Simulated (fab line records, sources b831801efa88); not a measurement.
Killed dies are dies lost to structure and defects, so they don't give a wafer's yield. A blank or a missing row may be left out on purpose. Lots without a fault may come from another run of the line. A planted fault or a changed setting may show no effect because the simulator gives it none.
fab line records | flow sky130
record lots=6 wafers=18 last_day=50
route steps=708 shown METAL3@558 VIA3@573 METAL4@598 PAD_OPEN@708
lots that met no fault: from a run of the same line without faults
start_h: hours from the record's first day to the start of the lot's first wafer shown | wait_h: hours since the lot's step before | " the same as in the row above | L1.1+2: a row that stands for several wafers | - no value, or no start given | * or withheld: withheld | < > ~ a bound
route shown NAME@n: a module of which the file shows steps, and the number in the route of the first | usual: mean/standard deviation of fault-free wafers | same: alike in all rows | chamber/n: place in a boat | sites: the reading at each site | _std_site: their standard deviation | _edge_site: outer sites' mean less inner sites' | radius_mm: how far each site lies from the wafer's centre | mask NAME#n: copy n | behind: the tool/chamber that last shaped the wafer | hold: why the lot was held/for how many hours/how that ended | device: the transistor (n, p or np) that didn't switch | end of line: the same wafers' tests at the end of the route | a step without rows: its recipe alone | killed: dies lost to structure and defects at the first sort, not the wafer's yield | map: a wafer's dies, x killed, . not, _ none there
set.NAME: the setting as run; set.NAME@STEP: as run at that earlier step | model.NAME: the simulator's own value behind a step, which no gauge read
lots at some steps of the route; a table a step, a row a wafer
services: from which hour (start_h, from the record's first day; less than 0 if before it) a tool's chamber was out of use, for how many hours, and why
## steps
# step SKY_METAL3_COAT_08
# recipe resist=KrF-thick spin_rpm=3000 resist_thk_nm=1140
# step SKY_METAL3_SOFTBAKE_09
# recipe temp_c=100 time_s=90 resist=KrF-thick
# step SKY_METAL3_EXPOSE_10
# recipe mask_id=MM3 na=0.68 source_shape=annular sigma_inner=0.4 sigma_outer=0.8 target_cd_nm=300 dose_mj=28
# step SKY_METAL3_PEB_11
# recipe peb_temp_c=withheld peb_time_s=withheld resist=KrF-thick
# step SKY_METAL3_DEVELOP_12
# recipe develop_time_s=60 resist=KrF-thick dev_temp_c=21
# step SKY_METAL3_CD_MEAS_13
# recipe target_cd_nm=300
# usual cd_nm=299.9/1.1
# columns lot.wafer tool chamber start_h wait_h cd_nm
L679.2 cd_sem-02 - 953.80 - 298.8
L679.3 " - " " 299.5
L679.5 " - " " 299.8
L680.1 cd_sem-02 - 962.34 - 299.1
L680.3 " - " " 300.6
L680.5 " - " " 298.6
L681.4 cd_sem-02 - 971.34 - 301.1
L681.5 " - " " 300.5
L681.6 " - " " 300.9
L682.1 cd_sem-02 - 983.44 - 298.8
L682.5 " - " " 298.6
L682.6 " - " " 300.7
L688.2 cd_sem-01 - 1034.56 - 299.0
L688.4 " - " " 300.2
L688.6 " - " " 300.1
L692.3 cd_sem-01 - 1045.08 - 298.9
L692.4 " - " " 298.4
L692.6 " - " " 298.5
# step SKY_METAL3_OVL_MEAS_14
# usual METAL3_OVL=1/5
# columns lot.wafer tool chamber start_h wait_h METAL3_OVL[nm]
L679.2 overlay-02 - 953.91 0.1 7
L679.3 " - " " 0
L679.5 " - " " 8
L680.1 overlay-02 - 962.46 0.1 -2
L680.3 " - " " -1
L680.5 " - " " 0
L681.4 overlay-02 - 971.42 0.1 7
L681.5 " - " " -1
L681.6 " - " " -5
L682.1 overlay-02 - 983.56 0.1 8
L682.5 " - " " 11
L682.6 " - " " 2
L688.2 overlay-02 - 1034.67 0.1 -6
L688.4 " - " " -5
L688.6 " - " " -2
L692.3 overlay-01 - 1045.17 0.1 -2
L692.4 " - " " 3
L692.6 " - " " 4
# step SKY_METAL3_DESCUM_15
# recipe chemistry=O2 source_power_w=150 bias_power_w=0 pressure_mtorr=10 temp_c=40 time_s=8
# step SKY_METAL3_ETCH_16
# recipe chemistry=N2/H2 target=BARC ion_energy_ev=200 bias_w=100 pressure_mtorr=30 n2_flow_sccm=100 h2_flow_sccm=200 icp_w=500 stop_on=SiO2 time_s=88.2 target_depth_a=600
# step SKY_METAL3_ETCH_17
# recipe target=SiO2 stop_on=TiN chemistry=C4F8/O2/Ar source_w=1500 bias_w=1200 pressure_mtorr=40 c4f8_flow_sccm=withheld O2_flow_sccm=6 Ar_flow_sccm=300 time_s=3.9 target_depth_a=150
# step SKY_METAL3_METAL_ETCH_18
# recipe target_depth_a=8450 stop_on=SiO2 over_etch_frac=0.3 time_s=183.1 chemistry=Cl2/BCl3 resist_sidewall_deg=88 pressure_mtorr=10 icp_w=900 bias_w=48.5 Cl2_flow_sccm=60 bcl3_flow_sccm=30
# step SKY_METAL3_STRIP_19
# recipe chemistry=O2/N2 power_w=1400 pressure_mtorr=1500 platen_temp_c=withheld o2_flow_sccm=3000 n2_flow_sccm=300 overash_fraction=0.5
# usual drypump_motor_current_A=6.0/0.49 oes_product_au=0.507/0.0053 strip_time_to_endpoint_s=6.62/0.066
# columns lot.wafer tool chamber start_h wait_h drypump_motor_current_A oes_product_au rf_hours_counter_h strip_time_to_endpoint_s
L679.2 plasma_asher-03 0 954.27 0.1 5.7 0.516 55 6.56
L679.3 " 0 " " 5.6 0.510 - 6.55
L679.5 " 1 " " 6.3 0.495 - 6.51
L680.1 plasma_asher-02 0 962.82 0.1 5.8 0.505 111 6.59
L680.3 " 1 " " 6.2 0.496 - 6.56
L680.5 " 1 " " 6.2 0.510 - 6.68
L681.4 plasma_asher-03 0 971.80 0.1 5.7 0.510 - 6.66
L681.5 " 0 " " 5.7 0.504 - 6.63
L681.6 " 1 " " 6.3 0.509 - 6.69
L682.1 plasma_asher-03 0 983.92 0.1 5.6 0.507 58 6.68
L682.5 " 1 " " 6.4 0.512 - 6.72
L682.6 " 0 " " 5.6 0.508 - 6.71
L688.2 plasma_asher-04 1 1035.02 0.1 6.8 0.498 29 6.58
L688.4 " 0 " " 5.2 0.510 - 6.62
L688.6 " 1 " " 6.7 0.504 - 6.58
L692.3 plasma_asher-04 1 1045.55 0.1 6.7 0.509 - 6.67
L692.4 " 0 " " 5.2 0.506 - 6.59
L692.6 " 0 " " 5.2 0.497 - 6.55
# step SKY_METAL3_STRIP_20
# recipe chemistry=post_etch_residue_remover time_s=1200 temp_c=72.5
# usual temp_c=72.53/0.13
# columns lot.wafer tool chamber start_h wait_h temp_c
L679.2 wet_bench-02 0 954.37 0.1 72.45
L679.3 " 0 " " 72.50
L679.5 " 0 " " 72.38
L680.1 wet_bench-02 3 962.92 0.1 72.45
L680.3 " 3 " " 72.51
L680.5 " 3 " " 72.81
L681.4 wet_bench-02 0 971.87 0.0 72.41
L681.5 " 0 " " 72.64
L681.6 " 0 " " 72.53
L682.1 wet_bench-03 0 984.02 0.1 72.44
L682.5 " 0 " " 72.39
L682.6 " 0 " " 72.53
L688.2 wet_bench-03 3 1035.12 0.1 72.54
L688.4 " 3 " " 72.70
L688.6 " 3 " " 72.69
L692.3 wet_bench-03 1 1045.62 0.0 72.59
L692.4 " 1 " " 72.77
L692.6 " 1 " " 72.66
# step SKY_METAL3_CLEAN_21
# recipe chemistry=IPA time_s=180 temp_c=25
# step SKY_METAL3_CLEAN_22
# recipe chemistry=O3/DIW dry=n2_spin
# step SKY_VIA3_HDPCVD_00
# recipe material=SiO2 target_thk_nm=1635 sigma_open_frac=0.3 time_s=272.5 temp_c=400 sih4_flow_sccm=60 pressure_mtorr=6
# step SKY_VIA3_THK_MEAS_01
# recipe reads=SiO2_of_VIA3_HDPCVD_00
# usual VIA3_HDPCVD_THK=1635/16
# columns lot.wafer tool chamber start_h wait_h VIA3_HDPCVD_THK[nm]
L679.2 film_metro-01 - 955.15 0.1 1621
L679.3 " - " " 1609
L679.5 " - " " 1624
L680.1 film_metro-01 - 963.63 0.1 1658
L680.3 " - " " 1637
L680.5 " - " " 1631
L681.4 film_metro-04 - 972.60 0.0 1664
L681.5 " - " " 1662
L681.6 " - " " 1623
L682.1 film_metro-01 - 984.68 0.1 1607
L682.5 " - " " 1610
L682.6 " - " " 1643
L688.2 film_metro-01 - 1035.80 0.1 1632
L688.4 " - " " 1632
L688.6 " - " " 1621
L692.3 film_metro-03 - 1046.30 0.1 1634
L692.4 " - " " 1631
L692.6 " - " " 1640
# step SKY_VIA3_CMP_02
# recipe material=SiO2 down_force_psi=4 platen_rpm=60 pad_velocity_m_s=0.94248
# usual motor_current_A=12.9/1.1 slurry_filter_dp_kPa=13.50/0.14
# columns lot.wafer tool chamber start_h wait_h motor_current_A slurry_filter_dp_kPa
L679.2 cmp-02 1 955.20 0.0 12.7 13.26
L679.3 " 3 " " 12.1 13.49
L679.5 " 1 " " 11.9 13.51
L680.1 cmp-01 1 963.69 0.1 13.8 13.36
L680.3 " 3 " " 11.3 13.50
L680.5 " 2 " " 13.4 13.25
L681.4 cmp-01 2 972.73 0.1 13.1 13.61
L681.6 " 0 " " 13.9 13.70
L681.5 " 1 " " 14.0 13.34
L682.1 cmp-01 1 984.79 0.1 13.5 13.42
L682.6 " 0 " " 14.3 13.43
L682.5 " 1 " " 13.5 13.73
L688.4 cmp-02 2 1035.85 0.0 12.1 13.73
L688.2 " 1 " " 12.4 13.48
L688.6 " 3 " " 11.2 13.46
L692.4 cmp-02 3 1046.39 0.1 11.4 13.42
L692.3 " 1 " " 13.0 13.55
L692.6 " 3 " " 12.1 13.48
# step SKY_VIA3_BOW_MEAS_03
# recipe mode=bow
# usual VIA3_BOW=77/8.5
# columns lot.wafer tool chamber start_h wait_h VIA3_BOW[um]
L679.2 film_metro-01 - 955.52 0.3 74
L679.3 " - " " 58
L679.5 " - " " 76
L680.1 film_metro-01 - 963.99 0.2 90
L680.3 " - " " 69
L680.5 " - " " 66
L681.4 film_metro-01 - 972.99 0.2 82
L681.5 " - " " 76
L681.6 " - " " 91
L682.1 film_metro-03 - 985.04 0.2 61
L682.5 " - " " 76
L682.6 " - " " 70
L688.2 film_metro-03 - 1036.17 0.1 69
L688.4 " - " " 88
L688.6 " - " " 84
L692.3 film_metro-04 - 1046.68 0.1 82
L692.4 " - " " 88
L692.6 " - " " 80
# step SKY_VIA3_DEHYDRATE_04
# recipe temp_c=200 time_s=60
# step SKY_VIA3_HMDS_05
# recipe prime_time_s=60 prime_temp_c=120
# step SKY_VIA3_COAT_06
# recipe resist=BARC temp_c=withheld time_s=withheld spin_rpm=3000 resist_thk_nm=60
# step SKY_VIA3_COAT_07
# recipe resist=KrF-thick spin_rpm=3000 resist_thk_nm=450
# step SKY_VIA3_SOFTBAKE_08
# recipe temp_c=100 time_s=90 resist=KrF-thick
# step SKY_VIA3_EXPOSE_09
# recipe mask_id=VIM3 na=0.8 source_shape=annular sigma_inner=0.55 sigma_outer=0.85 target_cd_nm=200 dose_mj=38
# step SKY_VIA3_PEB_10
# recipe peb_temp_c=withheld peb_time_s=withheld resist=KrF-thick
# step SKY_VIA3_DEVELOP_11
# recipe develop_time_s=60 resist=KrF-thick dev_temp_c=21
# step SKY_VIA3_CD_MEAS_12
# recipe target_cd_nm=200
# usual cd_nm=200.1/1.4
# columns lot.wafer tool chamber start_h wait_h cd_nm
L679.2 cd_sem-02 - 979.22 - 201.0
L679.3 " - " " 199.3
L679.5 " - " " 199.9
L680.1 cd_sem-02 - 987.56 - 201.3
L680.3 " - " " 200.7
L680.5 " - " " 199.0
L681.4 cd_sem-01 - 996.95 - 200.0
L681.5 " - " " 199.0
L681.6 " - " " 199.3
L682.1 cd_sem-01 - 1007.71 - 199.8
L682.5 " - " " 199.2
L682.6 " - " " 200.2
L688.2 cd_sem-01 - 1057.53 - 199.7
L688.4 " - " " 201.0
L688.6 " - " " 200.2
L692.3 cd_sem-01 - 1067.58 - 198.6
L692.4 " - " " 199.4
L692.6 " - " " 200.2
# step SKY_VIA3_OVL_MEAS_13
# usual VIA3_OVL=1/5.4
# columns lot.wafer tool chamber start_h wait_h VIA3_OVL[nm]
L679.2 overlay-02 - 979.33 0.1 -8
L679.3 " - " " -2
L679.5 " - " " -13
L680.1 overlay-02 - 987.68 0.1 1
L680.3 " - " " -4
L680.5 " - " " -2
L681.4 overlay-02 - 997.03 0.1 9
L681.5 " - " " -8
L681.6 " - " " -5
L682.1 overlay-01 - 1007.83 0.1 2
L682.5 " - " " -1
L682.6 " - " " 10
L688.2 overlay-01 - 1057.63 0.1 3
L688.4 " - " " 8
L688.6 " - " " 5
L692.3 overlay-02 - 1067.67 0.1 0
L692.4 " - " " -4
L692.6 " - " " 2
# step SKY_VIA3_ETCH_14
# recipe chemistry=N2/H2 target=BARC ion_energy_ev=200 source_w=500 bias_w=100 pressure_mtorr=30 n2_flow_sccm=100 h2_flow_sccm=200 stop_on=SiO2 time_s=45.9 target_depth_a=600
# usual drypump_motor_current_A=5.7/0.55 oes_product_au=0.855/0.0046 throttle_valve_pct=13.225/0.0086
# columns lot.wafer tool chamber start_h wait_h drypump_motor_current_A oes_product_au rf_hours_counter_h throttle_valve_pct
L679.2 rie_diel-04 2 979.36 0.0 5.6 0.841 14 13.223
L679.3 " 3 " " 4.9 0.854 9 13.227
L679.5 " 2 " " 5.6 0.852 - 13.208
L680.1 rie_diel-04 3 987.71 0.0 4.9 0.845 9 13.237
L680.3 " 2 " " 5.6 0.857 14 13.221
L680.5 " 2 " " 5.6 0.854 - 13.236
L681.4 rie_diel-03 2 997.05 0.0 4.8 0.856 20 13.234
L681.5 " 2 " " 4.8 0.851 - 13.228
L681.6 " 3 " " 5.3 0.857 - 13.216
L682.1 rie_diel-03 0 1007.86 0.0 6.1 0.847 18 13.218
L682.5 " 0 " " 6.1 0.847 - 13.225
L682.6 " 1 " " 5.0 0.853 - 13.234
L688.2 rie_diel-04 0 1057.66 0.0 6.0 0.853 27 13.226
L688.4 " 1 " " 5.6 0.854 28 13.245
L688.6 " 3 " " 4.9 0.859 - 13.223
L692.3 rie_diel-04 3 1067.70 0.0 4.9 0.855 11 13.218
L692.4 " 2 " " 5.6 0.854 17 13.227
L692.6 " 0 " " 5.9 0.851 - 13.215
# step SKY_VIA3_ETCH_15
# recipe target=SiO2 chemistry=C4F8/O2/Ar target_depth_nm=507 stop_on=TiN mask_material=KrF-thick source_w=1500 bias_w=1200 pressure_mtorr=40 c4f8_flow_sccm=withheld O2_flow_sccm=6 Ar_flow_sccm=300 time_s=78
# step SKY_VIA3_STRIP_16
# recipe chemistry=O2/N2 power_w=1400 pressure_mtorr=1500 platen_temp_c=withheld o2_flow_sccm=3000 n2_flow_sccm=300 overash_fraction=0.5
# step SKY_VIA3_STRIP_17
# recipe chemistry=post_etch_residue_remover time_s=1200 temp_c=72.5
# step SKY_VIA3_CLEAN_18
# recipe chemistry=IPA time_s=180 temp_c=25
# step SKY_VIA3_CLEAN_19
# recipe chemistry=O3/DIW dry=n2_spin
# step SKY_VIA3_SPUTTER_20
# recipe material=TiN target_thk_nm=20 chamber_pressure_pa=5 power_w=4000 time_s=80
# step SKY_VIA3_CVD_21
# recipe material=W target_thk_nm=390 time_s=117.31 temp_c=400 pressure_torr=40
# step SKY_VIA3_RS_MEAS_22
# recipe thk_meas_gauge=four-point-probe reads=W_of_VIA3_CVD_21+TiN_of_VIA3_SPUTTER_20
# usual VIA3_W_RS=0.294/0.0035
# columns lot.wafer tool chamber start_h wait_h VIA3_W_RS[ohm/sq]
L679.2 film_metro-01 - 980.27 0.1 0.287
L679.3 " - " " 0.295
L679.5 " - " " 0.297
L680.1 film_metro-03 - 988.61 0.1 0.296
L680.3 " - " " 0.294
L680.5 " - " " 0.290
L681.4 film_metro-04 - 998.07 0.1 0.294
L681.5 " - " " 0.296
L681.6 " - " " 0.288
L682.1 film_metro-04 - 1008.82 0.1 0.291
L682.5 " - " " 0.297
L682.6 " - " " 0.294
L688.2 film_metro-01 - 1058.65 0.1 0.295
L688.4 " - " " 0.298
L688.6 " - " " 0.296
L692.3 film_metro-01 - 1069.06 0.1 0.297
L692.4 " - " " 0.291
L692.6 " - " " 0.296
# step SKY_VIA3_THK_MEAS_23
# recipe thk_meas_gauge=xrf reads=W_of_VIA3_CVD_21
# usual VIA3_W_THK=394/6
# columns lot.wafer tool chamber start_h wait_h VIA3_W_THK[nm]
L679.2 film_metro-01 - 980.38 0.1 401
L679.3 " - " " 386
L679.5 " - " " 385
L680.1 film_metro-03 - 988.73 0.1 397
L680.3 " - " " 400
L680.5 " - " " 405
L681.4 film_metro-04 - 998.16 0.1 389
L681.5 " - " " 387
L681.6 " - " " 399
L682.1 film_metro-04 - 1008.94 0.1 400
L682.5 " - " " 390
L682.6 " - " " 393
L688.2 film_metro-01 - 1058.76 0.1 387
L688.4 " - " " 385
L688.6 " - " " 391
L692.3 film_metro-01 - 1069.16 0.1 391
L692.4 " - " " 393
L692.6 " - " " 389
# step SKY_VIA3_CMP_24
# recipe stop_on=SiO2 t_overpolish_s=20 down_force_psi=3.5 platen_rpm=60 target_thk_nm=0 pad_velocity_m_s=0.94248
# usual motor_current_A=11.8/0.98 overpolish_run_s=20.000/0.008 slurry_filter_dp_kPa=13.52/0.11 time_to_endpoint_s=93/4.6
# same t_overpolish_s=20
# columns lot.wafer tool chamber start_h wait_h motor_current_A overpolish_run_s slurry_filter_dp_kPa time_to_endpoint_s
L679.2 cmp-01 3 980.48 0.1 10.5 19.998 13.40 94
L679.3 " 0 " " 13.0 20.002 13.67 84
L679.5 " 2 " " 11.7 19.995 13.58 90
L680.3 cmp-01 3 988.84 0.1 10.7 20.004 13.50 92
L680.1 " 0 " " 12.6 19.993 13.62 88
L680.5 " 3 " " 10.5 19.998 13.61 94
L681.4 cmp-02 0 998.34 0.2 12.8 20.010 13.51 87
L681.5 " 1 " " 11.6 20.007 13.47 99
L681.6 " 2 " " 11.0 19.979 13.45 96
L682.1 cmp-02 1 1009.05 0.1 12.0 19.992 13.66 97
L682.5 " 0 " " 13.7 20.003 13.35 89
L682.6 " 1 " " 11.2 19.994 13.42 93
L688.2 cmp-01 1 1058.86 0.1 12.6 20.000 13.66 95
L688.4 " 2 " " 11.7 20.000 13.47 97
L688.6 " 0 " " 13.1 19.997 13.54 87
L692.4 cmp-01 1 1069.20 0.0 12.3 20.023 13.38 95
L692.3 " 0 " " 12.0 20.012 13.50 91
L692.6 " 1 " " 13.3 20.000 13.45 96
# step SKY_METAL4_SPUTTER_00
# recipe material=Ti target_thk_nm=15 power_w=3000 time_s=10 chamber_pressure_pa=0.4
# step SKY_METAL4_SPUTTER_01
# recipe material=TiN target_thk_nm=20 power_w=6500 time_s=16.7 chamber_pressure_pa=0.4
# usual throttle_valve_pct=29.5/1
# columns lot.wafer tool chamber start_h wait_h throttle_valve_pct
L679.2 pvd_sputter-03 - 980.75 0.0 30.0
L679.3 " - " " 30.6
L679.5 " - " " 31.0
L680.1 pvd_sputter-03 - 989.11 0.0 28.3
L680.3 " - " " 29.3
L680.5 " - " " 31.0
L681.4 pvd_sputter-01 - 998.51 0.0 28.2
L681.5 " - " " 27.7
L681.6 " - " " 29.6
L682.1 pvd_sputter-04 - 1009.32 0.0 28.9
L682.5 " - " " 29.8
L682.6 " - " " 28.7
L688.2 pvd_sputter-04 - 1059.14 0.0 30.0
L688.4 " - " " 29.4
L688.6 " - " " 29.8
L692.3 pvd_sputter-03 - 1069.52 0.0 30.1
L692.4 " - " " 31.2
L692.6 " - " " 29.4
# step SKY_PAD_OPEN_PROBE_99
# usual defect_limited_yield=82.6/2 killed_at_M0_to_M3=43/7.3 killed_at_M4_up=3.4/1.7 killed_at_contacts=24/4.5 killed_at_front_end=16/4.4 killed_at_other=0.2/0.51 killed_dies=86/9.7 killed_open=46/6.6 killed_short=39/7.1 sort_bin_3_pad_short=0.9/0.45 sort_bin_5_function=10.4/1.4 sort_bin_6_memory=6.2/1.2 sort_n_pass=406/9.7 sort_yield_pct=82.6/2
# same gross_dies=492 killed_at_back_side=0 sort_bin_4_leakage[%]=0 sort_bin_8_speed[%]=0
# columns lot.wafer tool chamber start_h wait_h defect_limited_yield[%] killed_at_M0_to_M3 killed_at_M4_up killed_at_contacts killed_at_front_end killed_at_other killed_dies killed_open killed_short sort_bin_3_pad_short[%] sort_bin_5_function[%] sort_bin_6_memory[%] sort_n_pass sort_yield_pct[%] model.etest.tester.sort_n_pass model.etest.tester.sort_yield_pct model.etest.tester.sort_bin_5_pct model.etest.tester.sort_bin_3_pct
L680.1 prober-01 - 1124.16 0.1 72.4 88 5 22 21 0 136 42 34 3.7 17.7 6.3 356 72.4 356 72.36 17.68 3.659
L680.3 prober-01 - 1124.26 0.2 71.7 103 2 16 17 1 139 46 34 3.7 17.9 6.7 353 71.7 353 71.75 17.89 3.659
L680.5 prober-01 - 1124.36 0.2 69.7 112 3 20 14 0 149 46 42 5.7 17.1 7.5 343 69.7 343 69.72 17.07 5.691
L681.4 prober-01 - 1130.06 0.2 74.2 90 4 22 10 1 127 39 23 3.0 15.7 7.1 365 74.2 365 74.19 15.65 3.049
L681.5 prober-01 - 1130.11 0.2 69.7 107 2 26 13 1 149 43 41 4.5 19.3 6.5 343 69.7 343 69.72 19.31 4.472
L681.6 prober-01 - 1130.16 0.2 70.5 103 1 24 17 0 145 50 32 3.7 19.3 6.5 347 70.5 347 70.53 19.31 3.659
L682.1 prober-01 - 1139.17 0.1 82.1 41 2 26 18 1 88 53 35 0.2 11.6 6.1 404 82.1 404 82.11 11.59 0.2033
L682.5 prober-01 - 1139.37 0.2 84.6 31 2 23 20 0 76 44 32 0.4 8.3 6.7 416 84.6 416 84.55 8.333 0.4065
L682.6 prober-01 - 1139.42 0.2 81.5 37 3 23 28 0 91 48 43 1.0 10.8 6.7 401 81.5 401 81.5 10.77 1.016
L688.2 prober-01 - 1183.08 0.1 83.3 32 4 27 18 1 82 46 36 0.4 10.8 5.5 410 83.3 410 83.33 10.77 0.4065
L688.4 prober-01 - 1183.18 0.2 83.7 44 3 20 13 0 80 41 39 0.2 8.7 7.3 412 83.7 412 83.74 8.74 0.2033
L688.6 prober-01 - 1183.28 0.2 85.6 29 4 23 15 0 71 49 22 0.8 8.1 5.5 421 85.6 421 85.57 8.13 0.813
L692.3 prober-01 - 1191.30 0.3 83.9 33 5 26 15 0 79 44 35 0.8 10.4 4.9 413 83.9 413 83.94 10.37 0.813
L692.4 prober-01 - 1191.35 0.3 84.8 32 1 22 20 0 75 39 36 0.6 9.3 5.3 417 84.8 417 84.76 9.35 0.6098
L692.6 prober-01 - 1191.45 0.3 81.9 48 2 29 10 0 89 52 37 1.0 10.4 6.7 403 81.9 403 81.91 10.37 1.016
# killed by level:class
L680.1 METAL3:unspecified=60 VIA1:geometric_particle:open=12 CONTACT:geometric_particle:open=8 POLY_GATE:geometric_particle:open=6 CONTACT:geometric_particle:short=6 POLY_GATE:geometric_particle:short=5 FIELD_ISO:geometric_particle:short=4 FIELD_ISO:geometric_particle:open=4
L680.3 METAL3:unspecified=59 VIA1:geometric_particle:open=11 VIA1:geometric_particle:short=9 FIELD_ISO:geometric_particle:short=6 CONTACT:geometric_particle:open=6 FIELD_ISO:geometric_particle:open=5 VIA2:geometric_particle:open=5 POLY_GATE:geometric_particle:open=3
L680.5 METAL3:unspecified=60 VIA1:geometric_particle:open=17 CONTACT:geometric_particle:short=6 LI_CONTACT:geometric_particle:open=6 VIA2:geometric_particle:open=6 CONTACT:geometric_particle:open=6 METAL1:geometric_particle:short=6 FIELD_ISO:geometric_particle:short=5
L681.4 METAL3:unspecified=64 CONTACT:geometric_particle:open=11 VIA1:geometric_particle:open=8 LI_CONTACT:geometric_particle:open=5 VIA3:geometric_particle:open=5 METAL4:geometric_particle:short=4 FIELD_ISO:geometric_particle:open=3 POLY_GATE:geometric_particle:open=3
L681.5 METAL3:unspecified=64 VIA1:geometric_particle:open=7 LI_CONTACT:geometric_particle:open=7 CONTACT:geometric_particle:open=7 METAL2:geometric_particle:short=7 VIA2:geometric_particle:open=6 CONTACT:geometric_particle:short=5 VIA3:geometric_particle:short=5
L681.6 METAL3:unspecified=63 CONTACT:geometric_particle:open=13 VIA1:geometric_particle:open=12 FIELD_ISO:geometric_particle:short=7 VIA2:geometric_particle:open=6 SPACER:geometric_particle:open=4 LOCAL_INTERCONNECT:geometric_particle:short=4 METAL1:geometric_particle:short=4
L682.1 VIA2:geometric_particle:open=12 CONTACT:geometric_particle:open=9 VIA3:geometric_particle:open=9 VIA1:geometric_particle:open=8 LOCAL_INTERCONNECT:geometric_particle:short=7 METAL2:geometric_particle:short=6 POLY_GATE:geometric_particle:short=5 FIELD_ISO:geometric_particle:open=4
L682.5 VIA2:geometric_particle:open=10 CONTACT:geometric_particle:open=10 FIELD_ISO:geometric_particle:short=7 VIA1:geometric_particle:open=7 LOCAL_INTERCONNECT:geometric_particle:short=5 CONTACT:geometric_particle:short=5 FIELD_ISO:geometric_particle:open=4 POLY_GATE:geometric_particle:open=4
L682.6 VIA1:geometric_particle:open=12 FIELD_ISO:geometric_particle:open=8 CONTACT:geometric_particle:short=8 POLY_GATE:geometric_particle:open=7 POLY_GATE:geometric_particle:short=6 LI_CONTACT:geometric_particle:open=5 CONTACT:geometric_particle:open=5 METAL1:geometric_particle:short=4
L688.2 CONTACT:geometric_particle:open=10 VIA1:geometric_particle:open=8 VIA2:geometric_particle:open=7 LI_CONTACT:geometric_particle:open=6 CONTACT:geometric_particle:short=6 POLY_GATE:geometric_particle:short=5 LOCAL_INTERCONNECT:geometric_particle:short=4 METAL1:geometric_particle:short=4
L688.4 VIA1:geometric_particle:open=9 VIA2:geometric_particle:open=8 METAL2:geometric_particle:short=6 CONTACT:geometric_particle:short=5 CONTACT:geometric_particle:open=5 VIA1:geometric_particle:short=5 VIA3:geometric_particle:open=4 FIELD_ISO:geometric_particle:short=3
L688.6 CONTACT:geometric_particle:open=11 VIA1:geometric_particle:open=9 LI_CONTACT:geometric_particle:open=7 VIA3:geometric_particle:open=5 FIELD_ISO:geometric_particle:short=4 FIELD_ISO:geometric_particle:open=4 METAL2:geometric_particle:short=4 POLY_GATE:geometric_particle:open=3
L692.3 CONTACT:geometric_particle:open=13 VIA1:geometric_particle:open=11 CONTACT:geometric_particle:short=7 LI_CONTACT:geometric_particle:open=6 FIELD_ISO:geometric_particle:short=4 METAL2:geometric_particle:short=4 VIA2:geometric_particle:open=4 FIELD_ISO:geometric_particle:open=3
L692.4 CONTACT:geometric_particle:open=10 FIELD_ISO:geometric_particle:open=5 POLY_GATE:geometric_particle:open=5 LOCAL_INTERCONNECT:geometric_particle:short=5 METAL2:geometric_particle:short=5 METAL1:geometric_particle:short=4 VIA1:geometric_particle:short=4 VIA1:geometric_particle:open=4
L692.6 VIA1:geometric_particle:open=13 CONTACT:geometric_particle:open=12 VIA2:geometric_particle:open=10 LI_CONTACT:geometric_particle:open=7 FIELD_ISO:geometric_particle:short=6 VIA1:geometric_particle:short=6 CONTACT:geometric_particle:short=5 METAL1:geometric_particle:short=5
# map L680.5 (x killed, . not)
__________..x......._________
________.xx.xx..xxxxxx_______
______.x........xxxxxxxx_____
_____.x....x...xxxxxxxxxx____
____..x..xxxxxx.xxxxxxxxx.___
___....x......x.xxxxxxxxx.x__
__x.............xxxxxxxxxx.._
_......x....x..x.xxxxxx.x....
_xx..x.......xxx..xxxx.x.....
_....xx......................
_...x.............x..x..x.x..
_.x......x..x..x.........xx..
_........x.....xx.....x......
_.x..........x...x....x.x.x..
_..x...x..x.xxx....x.........
__.x.x.....x....x.x...xxx..._
___x.....................x.__
____...xx..........x......___
_____x.x...xx....x..xxx.x____
______..x..............._____
________.....x......x._______
__________........xx_________
# map L681.5 (x killed, . not)
__________x..x....xx_________
________......x......._______
______...........x..x..._____
_____x........x.xx.......____
____x...x.xxxx...x...x....___
___......x....x.......x....__
__..........x.............xx_
_..xx..x.......x.x...x..x.x..
_............x...............
_.x..x.x.x...x.x...x..x...x..
_......x.xxx.x...x....x...x.x
_.....x.xx.x.x..x.........x..
_...x..xxxx.x......x.........
_x.xxxxxxxxx.x......x...x....
_..x.xxxxxxxxx......x....x..x
__..xxxxxxxxxxx............x_
___xxxxxxxxxx...x.....xx.x.__
____xxxxxxxx..x.xx........___
_____xxxxxxxx............____
______.xxxxx...x.x......_____
________xx..........x._______
__________....x...x._________
## services
# columns tool chamber start_h hours kind
cmp-01 - 933.27 1.8 repair
cmp-02 - 945.48 2.2 repair
rie_diel-03 3 946.18 9.8 repair
cmp-02 - 949.42 2.6 repair
wet_bench-03 - 960.73 8.2 repair
plasma_asher-02 - 964.76 2.7 repair
plasma_asher-04 - 980.15 4.3 pm
pvd_sputter-04 - 984.55 0.5 repair
cmp-02 - 995.02 1.7 repair
pvd_sputter-03 - 995.72 0.8 repair
pvd_sputter-03 - 998.51 4.1 repair
cmp-01 - 1001.38 1.8 repair
rie_diel-04 - 1007.82 2.8 pm
plasma_asher-02 - 1008.99 0.7 repair
plasma_asher-03 - 1010.90 2.8 pm
plasma_asher-02 - 1017.11 1.1 repair
cmp-02 - 1018.68 11.6 pm
pvd_sputter-04 - 1027.12 3.1 repair
rie_diel-04 - 1028.51 0.6 repair
pvd_sputter-01 - 1028.70 2.3 repair
pvd_sputter-03 - 1030.25 5.6 repair
rie_diel-03 2 1055.07 6.5 repair
pvd_sputter-03 - 1060.27 0.8 repair
rie_diel-04 - 1063.35 0.6 repair
## key
first_sign step=SKY_PAD_OPEN_PROBE_99 reading=killed_at_M0_to_M3 direction=up sigmas=7.9 usual=43 struck=100
effect step=SKY_PAD_OPEN_PROBE_99 reading=sort_bin_3_pad_short direction=up sigmas=7.1 usual=0.9 struck=4.0
model_effect step=SKY_PAD_OPEN_PROBE_99 value=etest.tester.sort_n_pass without=405.3 struck=351.2
met_at SKY_METAL3_STRIP_20
struck_wafers L680.1,L680.3,L680.5,L681.4,L681.5,L681.6
onset_between 954.37 962.92
fault kind=chamber_particle_source tool=wet_bench-02 chamber=- onset_h=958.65 steps=SKY_METAL3_STRIP_20 rate_per_visit_cm2=1.5894 end_h=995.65
